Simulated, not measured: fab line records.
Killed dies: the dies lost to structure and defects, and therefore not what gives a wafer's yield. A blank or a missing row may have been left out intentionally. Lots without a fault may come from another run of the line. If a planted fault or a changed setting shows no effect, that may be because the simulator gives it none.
A lot that was struck, set against a sound lot + flow sky130 + 15 steps out of a route of 708
Sound: wafers L635.1, L635.4, L635.5. Struck: wafer L644.6 (left out: L644.3, L644.5 of the same lot, which were not struck); the cause appears at the end.
Order at every step that has rows: each side's tool, ch and its chambers, its first start. Under that, the readings that differ: sound wafers + struck wafers + difference of the means + sigmas: that difference in standard deviations of wafers without a fault.
alike: a reading whose means differ by less than 2 such deviations, as well as words and numbers matching on both sides. not compared: withheld readings; readings where some wafer has no value; bounds like >300 that might hide an equal value; numbers whose values overlap and for which the record gives no deviation.
A row with sigmas, a row that says differs or no value, or rows on one side alone: a step with any of these is where the two part. Non-overlapping numbers with no deviation appear without sigmas and do not part them. Lack of a reading on every wafer of one side parts them only where that side has two or more wafers.

first, 1 step without rows for these wafers: SKY_METAL5_CLEAN_19 (cleans in O3/DIW).
SKY_PASSIVATION_CVD_00: deposits SiO2, target thk 90 nm.
  sound on pecvd-03 ch 1,2, day 45 14:23; struck on pecvd-04 ch 0, day 47 22:52
| reading               | sound       | struck | difference | sigmas |
|-----------------------|-------------|--------|------------|--------|
| heaterPowerOuterW (W) | 354 351 313 | 485    | +146       | +3     |
  alike: heaterPowerW
SKY_PASSIVATION_THK_MEAS_01:
  sound on filmMetro-04 at day 45 14:24; struck on filmMetro-04 at day 47 22:54
  alike: PASSIVATION_CVD_00_THK
SKY_PASSIVATION_CVD_02: deposits Si3N4, target thk 540 nm.
  sound on pecvd-04 ch 0,1,2, day 45 14:28; struck on pecvd-03 ch 2, day 47 22:56
| reading               | sound       | struck | difference | sigmas |
|-----------------------|-------------|--------|------------|--------|
| heaterPowerOuterW (W) | 538 536 528 | 360    | -174       | -2     |
| heaterPowerW (W)      | 859 859 844 | 668    | -186       | -2     |
SKY_PASSIVATION_THK_MEAS_03:
  sound on filmMetro-03 at day 45 14:41; struck on filmMetro-03 at day 47 23:11
  alike: PASSIVATION_CVD_02_THK
then, 7 steps without rows for these wafers: SKY_PASSIVATION_DEHYDRATE_04 (time 60 s); SKY_PASSIVATION_HMDS_05 (prime time 60 s); SKY_PASSIVATION_COAT_06 (resist thk 3000 nm); SKY_PASSIVATION_SOFTBAKE_07; SKY_PASSIVATION_EXPOSE_08 (exposes mask NSM, target cd 3000 nm); SKY_PASSIVATION_PEB_09; SKY_PASSIVATION_DEVELOP_10 (develop time 60 s).
SKY_PASSIVATION_ETCH_11: etches the open film in CF4/O2, stops on AlCu, target depth 725 nm, time 161.1 s.
  sound on rieDiel-04 ch 1,3, day 46 11:17; struck on rieDiel-04 ch 2, day 48 18:23
| reading                                      | sound             | struck | difference | sigmas |
|----------------------------------------------|-------------------|--------|------------|--------|
| oesProductAu (a.u.)                          | 0.968 0.983 0.981 | 0.911  | -0.066     | -10    |
| rfFwdPowerW (W)                              | 793.7 801.4 801.4 | 668.0  | -130.8     | -47    |
| model.PASSIVATION.featureDepthNm (nm)        | 700.1 705.8 713.7 | 622.4  | -84.1      |        |
| model.etch.depthNm (nm)                      | 700.1 705.8 713.7 | 622.4  | -84.1      |        |
| model.coat_of_PASSIVATION_COAT_06.thkNm (nm) | 2516 2518 2515    | 2591   | +75        |        |
  alike: drypumpMotorCurrentA, throttleValvePct
  not compared: rfHoursCounterH
SKY_PASSIVATION_STRIP_12: strips in O2/N2.
  sound on plasmaAsher-02 ch 0,1, day 46 11:23; struck on plasmaAsher-04 ch 1, day 48 18:32
| reading                  | sound             | struck | difference | sigmas |
|--------------------------|-------------------|--------|------------|--------|
| drypumpMotorCurrentA (A) | 5.3 5.1 5.3       | 6.1    | +0.9       | +3     |
| stripTimeToEndpointS (s) | 31.51 31.55 31.52 | 32.35  | +0.82      | +7     |
  alike: oesProductAu
  not compared: rfHoursCounterH
then, 1 step without rows for these wafers: SKY_PAD_OPEN_DEHYDRATE_00 (time 60 s).

== WHERE THEY PART ==
At SKY_PASSIVATION_CVD_00 first; at SKY_PASSIVATION_STRIP_12 last (within this record only).

WHY: what had been put in by the simulator
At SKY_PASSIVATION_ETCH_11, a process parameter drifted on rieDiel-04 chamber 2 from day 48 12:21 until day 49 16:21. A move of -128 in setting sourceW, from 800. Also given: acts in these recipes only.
